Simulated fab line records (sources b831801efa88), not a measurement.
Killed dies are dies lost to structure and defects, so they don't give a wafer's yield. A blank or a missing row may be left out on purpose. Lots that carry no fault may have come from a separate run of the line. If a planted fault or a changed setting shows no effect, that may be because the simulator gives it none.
Which tool is to blame? || flow gf180mcu || 13 lots, 39 wafers sampled, at 3 steps of a route of 602

WHAT THE GAUGES SHOWED, per wafer
GF_M3_OVL_MEAS_15.
{"lot": "L224", "measured": "day 21 06:41", "on": "overlay-02", "M3_OVL (nm)": "8 2 8"}
{"lot": "L225", "measured": "day 21 18:32", "on": "overlay-01", "M3_OVL (nm)": "-1 -3 -2"}
{"lot": "L226", "measured": "day 22 02:20", "on": "overlay-01", "M3_OVL (nm)": "-1 4 -7"}
{"lot": "L229", "measured": "day 23 06:29", "on": "overlay-02", "M3_OVL (nm)": "4 2 -3"}
{"lot": "L230", "measured": "day 23 10:53", "on": "overlay-01", "M3_OVL (nm)": "3 6 -5"}
{"lot": "L231", "measured": "day 23 20:11", "on": "overlay-02", "M3_OVL (nm)": "4 2 -1"}
{"lot": "L236", "measured": "day 25 20:59", "on": "overlay-01", "M3_OVL (nm)": "9 -3 -4"}
{"lot": "L237", "measured": "day 26 00:23", "on": "overlay-01", "M3_OVL (nm)": "-6 -2 -7"}
{"lot": "L238", "measured": "day 26 06:59", "on": "overlay-02", "M3_OVL (nm)": "5 2 3"}
{"lot": "L239", "measured": "day 26 12:50", "on": "overlay-02", "M3_OVL (nm)": "2 4 2"}
{"lot": "L241", "measured": "day 27 00:08", "on": "overlay-02", "M3_OVL (nm)": "1 3 -2"}
{"lot": "L245", "measured": "day 28 08:20", "on": "overlay-01", "M3_OVL (nm)": "1 -5 -2"}
{"lot": "L246", "measured": "day 28 12:56", "on": "overlay-02", "M3_OVL (nm)": "5 10 5"}

WHICH TOOL RAN EACH LOT (tool, then ch and the chambers of the sampled wafers, then the start)
{"lot": "L224", "GF_M2_SPUTTER_01": "pvd-sputter-04, day 18 03:11", "GF_M2_SPUTTER_03": "pvd-sputter-04, day 18 03:15"}
{"lot": "L225", "GF_M2_SPUTTER_01": "pvd-sputter-01, day 18 15:19", "GF_M2_SPUTTER_03": "pvd-sputter-01, day 18 15:23"}
{"lot": "L226", "GF_M2_SPUTTER_01": "pvd-sputter-02, day 18 23:38", "GF_M2_SPUTTER_03": "pvd-sputter-02, day 18 23:41"}
{"lot": "L229", "GF_M2_SPUTTER_01": "pvd-sputter-01, day 20 05:10", "GF_M2_SPUTTER_03": "pvd-sputter-01, day 20 05:14"}
{"lot": "L230", "GF_M2_SPUTTER_01": "pvd-sputter-04, day 20 08:40", "GF_M2_SPUTTER_03": "pvd-sputter-04, day 20 08:44"}
{"lot": "L231", "GF_M2_SPUTTER_01": "pvd-sputter-01, day 20 18:12", "GF_M2_SPUTTER_03": "pvd-sputter-01, day 20 18:16"}
{"lot": "L236", "GF_M2_SPUTTER_01": "pvd-sputter-01, day 22 22:07", "GF_M2_SPUTTER_03": "pvd-sputter-01, day 22 22:10"}
{"lot": "L237", "GF_M2_SPUTTER_01": "pvd-sputter-04, day 23 02:36", "GF_M2_SPUTTER_03": "pvd-sputter-04, day 23 02:40"}
{"lot": "L238", "GF_M2_SPUTTER_01": "pvd-sputter-04, day 23 10:14", "GF_M2_SPUTTER_03": "pvd-sputter-04, day 23 10:17"}
{"lot": "L239", "GF_M2_SPUTTER_01": "pvd-sputter-04, day 23 15:58", "GF_M2_SPUTTER_03": "pvd-sputter-04, day 23 16:02"}
{"lot": "L241", "GF_M2_SPUTTER_01": "pvd-sputter-01, day 24 05:12", "GF_M2_SPUTTER_03": "pvd-sputter-01, day 24 05:16"}
{"lot": "L245", "GF_M2_SPUTTER_01": "pvd-sputter-04, day 25 17:03", "GF_M2_SPUTTER_03": "pvd-sputter-04, day 25 17:07"}
{"lot": "L246", "GF_M2_SPUTTER_01": "pvd-sputter-02, day 25 21:21", "GF_M2_SPUTTER_03": "pvd-sputter-02, day 25 21:25"}
- GF_M2_SPUTTER_01: material TiN, target thk 30 nm, time 25 s.
- GF_M2_SPUTTER_03: material Ti, target thk 10 nm, time 6.7 s.

WHAT THE TOOLS THEMSELVES READ (means of the sampled wafers that have a number; where no wafer has one, the mark that the record gives instead)
GF_M2_SPUTTER_01.
{"lot": "L224", "tool": "pvd-sputter-04", "throttle-valve-pct (%)": 30.7}
{"lot": "L225", "tool": "pvd-sputter-01", "throttle-valve-pct (%)": 29.0}
{"lot": "L226", "tool": "pvd-sputter-02", "throttle-valve-pct (%)": 29.9}
{"lot": "L229", "tool": "pvd-sputter-01", "throttle-valve-pct (%)": 30.3}
{"lot": "L230", "tool": "pvd-sputter-04", "throttle-valve-pct (%)": 30.4}
{"lot": "L231", "tool": "pvd-sputter-01", "throttle-valve-pct (%)": 30.5}
{"lot": "L236", "tool": "pvd-sputter-01", "throttle-valve-pct (%)": 29.5}
{"lot": "L237", "tool": "pvd-sputter-04", "throttle-valve-pct (%)": 29.5}
{"lot": "L238", "tool": "pvd-sputter-04", "throttle-valve-pct (%)": 29.8}
{"lot": "L239", "tool": "pvd-sputter-04", "throttle-valve-pct (%)": 29.6}
{"lot": "L241", "tool": "pvd-sputter-01", "throttle-valve-pct (%)": 29.8}
{"lot": "L245", "tool": "pvd-sputter-04", "throttle-valve-pct (%)": 29.7}
{"lot": "L246", "tool": "pvd-sputter-02", "throttle-valve-pct (%)": 29.5}

GF_M2_SPUTTER_03.
{"lot": "L224", "tool": "pvd-sputter-04", "throttle-valve-pct (%)": 30.8}
{"lot": "L225", "tool": "pvd-sputter-01", "throttle-valve-pct (%)": 28.8}
{"lot": "L226", "tool": "pvd-sputter-02", "throttle-valve-pct (%)": 29.9}
{"lot": "L229", "tool": "pvd-sputter-01", "throttle-valve-pct (%)": 30.2}
{"lot": "L230", "tool": "pvd-sputter-04", "throttle-valve-pct (%)": 30.5}
{"lot": "L231", "tool": "pvd-sputter-01", "throttle-valve-pct (%)": 30.4}
{"lot": "L236", "tool": "pvd-sputter-01", "throttle-valve-pct (%)": 29.5}
{"lot": "L237", "tool": "pvd-sputter-04", "throttle-valve-pct (%)": 29.5}
{"lot": "L238", "tool": "pvd-sputter-04", "throttle-valve-pct (%)": 29.8}
{"lot": "L239", "tool": "pvd-sputter-04", "throttle-valve-pct (%)": 29.6}
{"lot": "L241", "tool": "pvd-sputter-01", "throttle-valve-pct (%)": 29.9}
{"lot": "L245", "tool": "pvd-sputter-04", "throttle-valve-pct (%)": 29.5}
{"lot": "L246", "tool": "pvd-sputter-02", "throttle-valve-pct (%)": 29.4}

THE ANSWER, worked out from the rows above alone
Rule: the usual values come from the lots themselves. Put in order of their means at a reading, lots are off if they are a third of the lots or fewer, leave a main group of 4 or more, and stand apart from it by a gap of 3 or more times the standard deviation of the main group's means; of several such gaps the widest counts. Not used: any main group whose means are identical at the precision the tables above print for the reading. A lot without any number at a reading at which 4 lots or more have one is off too. The other lots that the step has rows for count as sound. After the gauges, taken in route order, come the tools' own readings; for these a lot's mean is taken, as printed above. The first step at which some lot is off is used, and at that step the reading that is off furthest; a lot without a number counts as furthest.
No lot is off at any reading shown: from this, nothing can be told.

WHAT WAS PUT IN BY THE SIMULATOR
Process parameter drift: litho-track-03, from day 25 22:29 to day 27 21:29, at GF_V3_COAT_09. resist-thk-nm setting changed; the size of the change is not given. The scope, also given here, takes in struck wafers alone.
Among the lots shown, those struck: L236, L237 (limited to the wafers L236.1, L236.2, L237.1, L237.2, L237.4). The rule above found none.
